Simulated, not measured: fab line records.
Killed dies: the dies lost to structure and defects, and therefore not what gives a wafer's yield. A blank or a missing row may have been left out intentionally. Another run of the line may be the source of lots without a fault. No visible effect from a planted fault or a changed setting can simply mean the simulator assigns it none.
A struck lot beside a sound one || flow sky130 || 15 steps out of a route of 708
Sound: these wafers, L563.2, L563.4, L563.5. Wafers L579.1, L579.5, L579.6 were the ones struck. The cause comes at the end.
At each step with rows: each side's tool, then ch and its chambers, then its first start. Under that, the readings that differ: sound wafers || struck wafers || difference of the means || sigmas: that difference in standard deviations of wafers without a fault.
alike: readings with means less than 2 such deviations apart, plus words and numbers identical on both sides. not compared: withheld readings, readings lacking a value on some wafer, bounds such as >300 that could conceal the same value, and numbers that have no deviation in the record and whose values overlap.
A row with sigmas, a row that says differs or no value, or rows on one side alone: a step with any of these is where the two part. Non-overlapping numbers with no deviation appear without sigmas and do not part them. A reading missing from all wafers of one side parts the sides only when that side holds two or more wafers.

first, 6 steps without rows for these wafers: SKY_GATE_OXIDE_HMDS_04 (prime time 60 s); SKY_GATE_OXIDE_COAT_05 (resist thk 1140 nm); SKY_GATE_OXIDE_SOFTBAKE_06 (time 60 s); SKY_GATE_OXIDE_EXPOSE_07 (exposes mask LVOM, target cd 600 nm); SKY_GATE_OXIDE_PEB_08; SKY_GATE_OXIDE_DEVELOP_09 (develop time 60 s).
SKY_GATE_OXIDE_OVL_MEAS_10:
  sound on overlay-02, day 14 00:17; struck on overlay-01, day 20 11:00
  alike: GATE_OXIDE_OVL
then, 2 steps without rows for these wafers: SKY_GATE_OXIDE_IMPLANT_11; SKY_GATE_OXIDE_WET_ETCH_12 (etches SiO2 in dHF, target depth 16.8 nm, time 336 s).
SKY_GATE_OXIDE_STRIP_13: strips in O2/N2.
  sound on plasma asher-02 ch 0,1, day 14 00:34; struck on plasma asher-02 ch 0,1, day 20 11:18
  alike: drypump motor current A, oes product au, strip time to endpoint s
  not compared: rf hours counter h
SKY_GATE_OXIDE_TW_MEAS_14:
  sound on film metro-04, day 14 00:41; struck on film metro-04, day 20 11:24
  alike: GATE_OXIDE_TW
then, 1 step without rows for these wafers: SKY_GATE_OXIDE_CLEAN_15 (cleans in SC1/SC2, time 150 s).
SKY_GATE_OXIDE_OXIDATION_16: stabilise 600 s, purge 300 s, target thk 3.57 nm.
  sound on furnace-02 ch 0, day 14 00:55; struck on furnace-02 ch 0, day 20 11:59
{"reading": "model.SiO2_of_GATE_OXIDE_OXIDATION_01.thk nm (nm)", "sound": "11.8 11.85 11.65", "struck": "12.09 11.93 12.09", "difference": "+0.27", "sigmas": ""}
  alike: ox temp c max, ramp up c per min, spike tc centre C
then, 1 step without rows for these wafers: SKY_POLY_GATE_CVD_00 (deposits poly-Si, target thk 180 nm, time 720 s).
-- the record jumps here: 30 days lie between the struck wafers' starts before and after (it left off in module POLY_GATE and takes up again in module PAD_OPEN, whose first step shown is number 708 of the route) --
SKY_PAD_OPEN_PROBE_99:
  sound on prober-01, day 45 23:10; struck on prober-02, day 50 04:22
{"reading": "model.etest.pfet_01v8.r on ohm um", "sound": "2946 2994 2958", "struck": "3043 3050 3014", "difference": "+70", "sigmas": ""}
{"reading": "model.etest.nfet_01v8.r on ohm um", "sound": "824.7 831.4 830.5", "struck": "906.3 911.1 890.6", "difference": "+73.8", "sigmas": ""}
{"reading": "model.etest.nfet_01v8_lvt.drive ua um", "sound": "576.7 574.9 568.6", "struck": "517.5 514.2 522.3", "difference": -55.4, "sigmas": ""}
{"reading": "model.etest.nfet_01v8_turned.drive ua um", "sound": "508.5 501.9 501.1", "struck": "451.7 444.2 447.6", "difference": -56.0, "sigmas": ""}
{"reading": "model.etest.nfet_01v8_swapped.drive ua um", "sound": "503.3 502.1 505.2", "struck": "447.6 440.1 449.9", "difference": -57.7, "sigmas": ""}
{"reading": "model.etest.nfet_01v8.drive ua um", "sound": "500.3 504.3 500.1", "struck": "443.5 443.3 449.9", "difference": -56.0, "sigmas": ""}
{"reading": "model.etest.sram nfet pass.drive ua um", "sound": "503.6 487.9 486.7", "struck": "442.3 437.8 424.7", "difference": -57.8, "sigmas": ""}
{"reading": "model.etest.nfet g5v0d10v5.drive ua um", "sound": "605.6 600.8 614.9", "struck": "588.3 597.8 592.2", "difference": -14.3, "sigmas": ""}
  alike: killed_at_M0_to_M3, killed_at_M4_up, killed at contacts, killed at front end, killed at other, killed dies, killed open, killed short

## WHERE THEY PART
Nowhere in this record.

WHY: the cause the simulator had injected
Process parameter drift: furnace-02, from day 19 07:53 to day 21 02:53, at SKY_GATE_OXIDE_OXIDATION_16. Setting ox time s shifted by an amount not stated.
